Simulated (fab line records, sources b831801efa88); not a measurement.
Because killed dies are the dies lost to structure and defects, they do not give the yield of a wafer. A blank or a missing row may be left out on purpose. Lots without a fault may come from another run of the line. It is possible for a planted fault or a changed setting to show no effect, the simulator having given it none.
8D (eight disciplines) problem report, filled in by code + flow sky130 + the parts of the form that need people (team, actions taken, sign-off) are left out

== 1. THE ISSUE ==
LDD_N_OVL at SKY_LDD_N_OVL_MEAS_07 reads a mean of 53.1 nm on 6 wafers of 2 lots; wafers without a fault read -1.0 nm with a standard deviation of 1.3. Measured from the usual mean, that is +42 standard deviations.
Seen first at day 20 10:49 on overlay-01, wafer L316.1. The record has a number at this step for 39 wafers belonging to 13 lots. By rule, "out" or "out of limits" means more than 4 standard deviations away from the usual mean. All remaining wafers that have a number are taken as sound.

== 2. WHAT THIS IS AND IS NOT ==
| question                    | is                     | is not                                                                                             |
|-----------------------------|------------------------|----------------------------------------------------------------------------------------------------|
| which readings at this step | LDD_N_OVL              | -                                                                                                  |
| which lots                  | L316, L318             | L308, L309, L310, L311, L312, L319, L322, L323, L324, L325, L327                                   |
| which wafers of those lots  | all that have a number | -                                                                                                  |
| read on which gauges        | overlay-01, overlay-02 | -                                                                                                  |
| when                        | from day 20 10:49      | up to then (15 sound wafers); but 18 sound wafers of L319, L322, L323, L324, L325, L327 came after |

== 3. WHAT RULES OUT EACH SUSPECT ==
Counting: any tool at a process step up to the reading is kept as a suspect provided that every lot that is out went through it and no sound lot did after the first of them.
- ruled out: the gauge at SKY_LDD_N_OVL_MEAS_07. The wafers that are out were read on 2 gauges (overlay-01, overlay-02).
- iline stepper-02 at SKY_LDD_N_EXPOSE_04 (exposes mask NTM, target cd 840 nm): kept. It processed each lot that is out, first L316 at day 19 20:04, and no sound lot thereafter; up to then, the last sound lot it processed was L309 at day 17 13:16.
After counting, what remains is iline stepper-02 at SKY_LDD_N_EXPOSE_04.

== 4. THE CAUSE (what the simulator had put in) ==
Scanner matching overlay: iline stepper-02, from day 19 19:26 on, at SKY_LDD_N_EXPOSE_04. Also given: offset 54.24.
The count eliminated every tool but this one.

== 5. THE CHAIN OF EFFECTS, in route order ==
One row per reading whose mean, taken over the struck wafers that have a number, lies over 3 standard deviations from the usual. Scope: only readings with a usual standard deviation given in the record; hours: median across lots of the time from each lot's start at the first step in this table that gives one to its start at this step; sigmas: change in usual standard deviations.
| hours | step                  | reading   | usual   | on struck wafers | change | sigmas |
|-------|-----------------------|-----------|---------|------------------|--------|--------|
| 0     | SKY_LDD_N_OVL_MEAS_07 | LDD_N_OVL | -1.0 nm | 53.1             | +54.1  | +42    |

== 6. HOW IT WOULD HAVE BEEN CAUGHT EARLIER ==
The first out-of-limits reading at a measuring or inspecting step in this record came at day 20 10:49, 15 hours after the fault's start at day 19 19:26.
L318, from the lots that are out (2), started SKY_LDD_N_EXPOSE_04 on iline stepper-02 later than day 20 10:49. It would have been spared by a hold on the tool at that moment.
